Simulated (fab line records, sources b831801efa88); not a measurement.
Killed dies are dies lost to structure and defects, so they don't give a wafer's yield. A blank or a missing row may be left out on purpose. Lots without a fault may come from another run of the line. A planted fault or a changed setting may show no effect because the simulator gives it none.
Which tool did it? | flow gf180mcu | 14 lots, 42 wafers sampled, at 4 steps of a route of 602

WHAT THE GAUGES READ, wafer by wafer
GF_POLY_GATE_OVL_MEAS_11. Usual: POLY_GATE_OVL -2 nm, standard deviation 5.2.
lot  | measured     | on         | POLY_GATE_OVL (nm) | flag
L393 | day 9 02:29  | overlay-02 | -15 -6 -10         |
L395 | day 9 20:29  | overlay-02 | 1 1 -5             |
L396 | day 10 01:32 | overlay-01 | 3 1 5              |
L397 | day 10 11:53 | overlay-02 | -1 -4 3            |
L401 | day 11 16:02 | overlay-02 | -12 -5 -10         |
L402 | day 11 18:11 | overlay-01 | 3 -5 2             |
L404 | day 12 20:17 | overlay-01 | 1 -2 -1            |
L405 | day 12 20:38 | overlay-02 | -4 1 1             |
L406 | day 13 03:30 | overlay-02 | -10 -6 -4          |
L409 | day 13 22:29 | overlay-02 | 6 -4 0             |
L412 | day 14 19:53 | overlay-01 | 7 -2 -5            |
L413 | day 15 06:02 | overlay-02 | -4 -4 1            |
L414 | day 15 11:38 | overlay-02 | -1 -11 -4          |
L415 | day 15 17:17 | overlay-02 | 4 -8 -2            |

GF_HV_LDD_TW_MEAS_38. Usual: HV_LDD_3_TW 1446, standard deviation 7.6.
lot  | measured     | on            | HV_LDD_3_TW    | flag
L393 | day 11 11:53 | film_metro-01 | 1435 1447 1444 |
L395 | day 12 06:25 | film_metro-02 | 1456 1443 1454 |
L396 | day 12 10:23 | film_metro-01 | 1443 1443 1440 |
L397 | day 12 21:52 | film_metro-01 | 1434 1440 1437 |
L401 | day 14 08:05 | film_metro-01 | 1451 1442 1443 |
L402 | day 14 15:52 | film_metro-03 | 1455 1453 1452 |
L404 | day 15 13:29 | film_metro-02 | 1441 1444 1446 |
L405 | day 15 14:58 | film_metro-01 | 1437 1440 1434 |
L406 | day 15 23:53 | film_metro-03 | 1455 1462 1460 |
L409 | day 16 20:55 | film_metro-02 | 1450 1451 1448 |
L412 | day 17 17:55 | film_metro-02 | 1442 1439 1442 |
L413 | day 18 05:23 | film_metro-03 | 1451 1450 1452 |
L414 | day 18 10:34 | film_metro-03 | 1453 1453 1450 |
L415 | day 18 17:56 | film_metro-01 | 1438 1446 1445 |

WHICH TOOL RAN EACH LOT (tool, then ch and the chambers of the sampled wafers, then the start)
lot  | GF_DUAL_GATE_SOFTBAKE_07          | GF_POLY_GATE_STRIP_14
L393 | litho_track-01 ch 0, day 7 21:53  | plasma_asher-03 ch 0,1, day 9 02:38
L395 | litho_track-01 ch 0, day 8 13:31  | plasma_asher-01 ch 0,1, day 9 20:39
L396 | litho_track-01 ch 0, day 8 20:50  | plasma_asher-04 ch 0,1, day 10 01:41
L397 | litho_track-03 ch 0, day 9 05:25  | plasma_asher-01 ch 0,1, day 10 12:02
L401 | litho_track-04 ch 0, day 10 06:04 | plasma_asher-03 ch 0,1, day 11 16:11
L402 | litho_track-01 ch 0, day 10 10:40 | plasma_asher-01 ch 0,1, day 11 18:20
L404 | litho_track-01 ch 0, day 11 05:17 | plasma_asher-01 ch 0,1, day 12 20:26
L405 | litho_track-03 ch 0, day 11 11:28 | plasma_asher-04 ch 0,1, day 12 20:47
L406 | litho_track-03 ch 0, day 11 18:49 | plasma_asher-03 ch 0,1, day 13 03:40
L409 | litho_track-03 ch 0, day 12 11:34 | plasma_asher-01 ch 0,1, day 13 22:38
L412 | litho_track-03 ch 0, day 13 09:17 | plasma_asher-03 ch 0,1, day 14 20:02
L413 | litho_track-01 ch 0, day 13 17:23 | plasma_asher-03 ch 0,1, day 15 06:11
L414 | litho_track-01 ch 0, day 13 22:49 | plasma_asher-01 ch 0,1, day 15 11:47
L415 | litho_track-04 ch 0, day 14 04:41 | plasma_asher-03 ch 0,1, day 15 17:26
- GF_DUAL_GATE_SOFTBAKE_07: time 60 s.
- GF_POLY_GATE_STRIP_14: strips in O2/N2.

WHAT THE TOOLS THEMSELVES READ (means of the sampled wafers that have a number; where no wafer has one, the mark that the record gives instead)
GF_DUAL_GATE_SOFTBAKE_07. Usual: run_length_s 89.20 s, standard deviation 0.19.
lot  | tool           | run_length_s (s) | flag
L393 | litho_track-01 | 89.26            |
L395 | litho_track-01 | 89.19            |
L396 | litho_track-01 | 89.24            |
L397 | litho_track-03 | 89.00            |
L401 | litho_track-04 | 89.36            |
L402 | litho_track-01 | 89.27            |
L404 | litho_track-01 | 89.24            |
L405 | litho_track-03 | 88.99            |
L406 | litho_track-03 | 89.05            |
L409 | litho_track-03 | 95.88            | OFF
L412 | litho_track-03 | 96.01            | OFF
L413 | litho_track-01 | 89.23            |
L414 | litho_track-01 | 89.21            |
L415 | litho_track-04 | 89.50            |

GF_POLY_GATE_STRIP_14. Usual: drypump_motor_current_A 5.6 A, standard deviation 0.34; heater_power_w 336 W, standard deviation 31; n2_flow_sccm 300.2 sccm, standard deviation 0.96; oes_product_au 0.505 a.u., standard deviation 0.004.
lot  | tool            | drypump_motor_current_A (A) | heater_power_w (W) | n2_flow_sccm (sccm) | oes_product_au (a.u.) | flag
L393 | plasma_asher-03 | 5.6                         | 354                | 299.0               | 0.503                 |
L395 | plasma_asher-01 | 5.5                         | 323                | 300.4               | 0.507                 |
L396 | plasma_asher-04 | 5.9                         | 348                | 301.5               | 0.502                 |
L397 | plasma_asher-01 | 5.5                         | 325                | 300.2               | 0.501                 |
L401 | plasma_asher-03 | 5.4                         | 335                | 300.9               | 0.510                 |
L402 | plasma_asher-01 | 5.3                         | 311                | 300.3               | 0.504                 |
L404 | plasma_asher-01 | 5.5                         | 326                | 300.2               | 0.508                 |
L405 | plasma_asher-04 | 5.9                         | 349                | 300.9               | 0.509                 |
L406 | plasma_asher-03 | 5.6                         | 360                | 299.2               | 0.507                 |
L409 | plasma_asher-01 | 5.3                         | 310                | 301.3               | 0.503                 |
L412 | plasma_asher-03 | 5.6                         | 361                | 301.1               | 0.501                 |
L413 | plasma_asher-03 | 5.6                         | 354                | 298.7               | 0.504                 |
L414 | plasma_asher-01 | 5.5                         | 327                | 300.0               | 0.504                 |
L415 | plasma_asher-03 | 5.4                         | 329                | 300.0               | 0.504                 |

THE ANSWER, worked out from the rows above alone
Rule: a lot is off if the mean of its wafers that have a number lies more than 3 standard deviations from the usual mean. A lot without any number at a reading at which 4 lots or more have one is off too. The other lots that the step has rows for count as sound. The gauges are gone through in route order, then the tools' own readings, and for those a lot's mean is taken as printed above. The first step at which some lot is off is used, and at that step the reading that is off furthest; a lot without a number counts as furthest.
Off: L409, L412, at GF_DUAL_GATE_SOFTBAKE_07 (run_length_s).
A tool fits if, at that step or a process step before it, it ran every lot that is off, and no sound lot after the first of them. One fits: litho_track-03 at GF_DUAL_GATE_SOFTBAKE_07. Its last sound lot is L406 (day 11 18:49), its first lot that is off L409 (day 12 11:34): a fault that began between those two fits.
The tool's own readings at GF_DUAL_GATE_SOFTBAKE_07 bear it out: on the lots that are off they differ by more than 5 times the standard deviation of the sound lots' means. run_length_s reads 95.94 s there against 89.21 s on the sound lots.

WHAT THE SIMULATOR HAD PUT IN
Process parameter drift: litho_track-03, from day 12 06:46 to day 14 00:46, at GF_DUAL_GATE_SOFTBAKE_07. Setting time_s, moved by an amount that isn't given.
Lots struck among those shown: L409, L412. The rule above found the same.
